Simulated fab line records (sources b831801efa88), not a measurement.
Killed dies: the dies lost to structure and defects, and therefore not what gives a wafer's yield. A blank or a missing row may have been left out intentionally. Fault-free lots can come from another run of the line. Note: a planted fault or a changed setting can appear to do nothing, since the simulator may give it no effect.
2 desks looking at one fault	flow gf180mcu	every desk sees just its own numbers, and what lay behind them comes last

FOR THE TOOL OWNER'S DESK: implanter-04
GF_MVSD_IMPLANT_08, tool's own readings: per-lot mean of the sampled wafers with a number, covering each lot this tool ran. If a lot's mean is further than 4 standard deviations from the usual mean, the lot is out of limits and carries the mark OUT (the distance appears in the brackets).
Columns: A = tilt-deg at GF_MVSD_IMPLANT_08, usual 0.001 degrees
lot	first seen here	A
L544	day 4 18:20	-0.006
L555	day 7 08:31	-0.020
L559	day 8 07:21	0.012
L562	day 9 03:25	11.892 (+99 or more) OUT
L564	day 9 17:15	11.908 (+99 or more) OUT
L565	day 9 22:31	11.906 (+99 or more) OUT
This desk's verdict: out of limits on L562, L564, L565, starting with L562 at day 9 03:25 (tilt-deg at GF_MVSD_IMPLANT_08). L544, L555, L559 stayed within limits.

AT THE METROLOGY DESK
What the gauges read for every lot (on any tool): the sampled wafers with a number, averaged. If a lot's mean is further than 4 standard deviations from the usual mean, the lot is out of limits and carries the mark OUT (the distance appears in the brackets).
Columns: A = STI_CVD_03_THK at GF_STI_THK_MEAS_04, usual 208.0 nm; B = MVSD_TW at GF_MVSD_TW_MEAS_11, usual 1592; C = cd-nm at GF_PSD_CD_MEAS_07, usual 400.7 nm
lot	first seen here	A	B	C
L543	day 1 14:22	210.6	1598	403.0
L544	day 1 20:20	208.9	1600	398.5
L552	day 3 10:45	205.7	1595	396.6
L553	day 3 16:22	211.0	1587	400.5
L554	day 3 20:34	209.0	1599	398.1
L555	day 4 01:38	209.0	1601	401.4
L558	day 4 17:37	205.1	1588	397.5
L559	day 4 21:34	211.2	1586	403.7
L561	day 5 08:05	207.3	1572	398.5
L562	day 5 12:35	209.0	1778 (+17) OUT	399.7
L563	day 5 18:16	205.8	1577	402.0
L564	day 6 00:45	206.6	1777 (+17) OUT	397.1
L565	day 6 07:08	208.6	1777 (+17) OUT	402.0
This desk reports L562, L564, L565 out of limits; the earliest was L562 at day 9 03:47 (MVSD_TW at GF_MVSD_TW_MEAS_11). L543, L544, L552, L553, L554, L555, L558, L559, L561, L563 stayed within limits.

ALL TOGETHER
At day 9 03:25, on L562, L564, L565, the tool owner's desk was in a position to raise an alarm.
At day 9 03:47 the metrology desk could have sounded an alarm, on L562, L564, L565.
Of the lots named, all ran GF_MVSD_IMPLANT_08 on implanter-04.

WHAT THE SIMULATOR HAD PUT IN
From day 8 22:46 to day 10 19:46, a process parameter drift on implanter-04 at GF_MVSD_IMPLANT_08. Setting tilt-deg, moved by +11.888, from 0. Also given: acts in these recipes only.
Lots struck among those shown: L562, L564, L565.
Delay (hours) between the fault's onset and each desk's first out-of-limits reading: 5 at the tool owner's desk, 5 at the metrology desk.
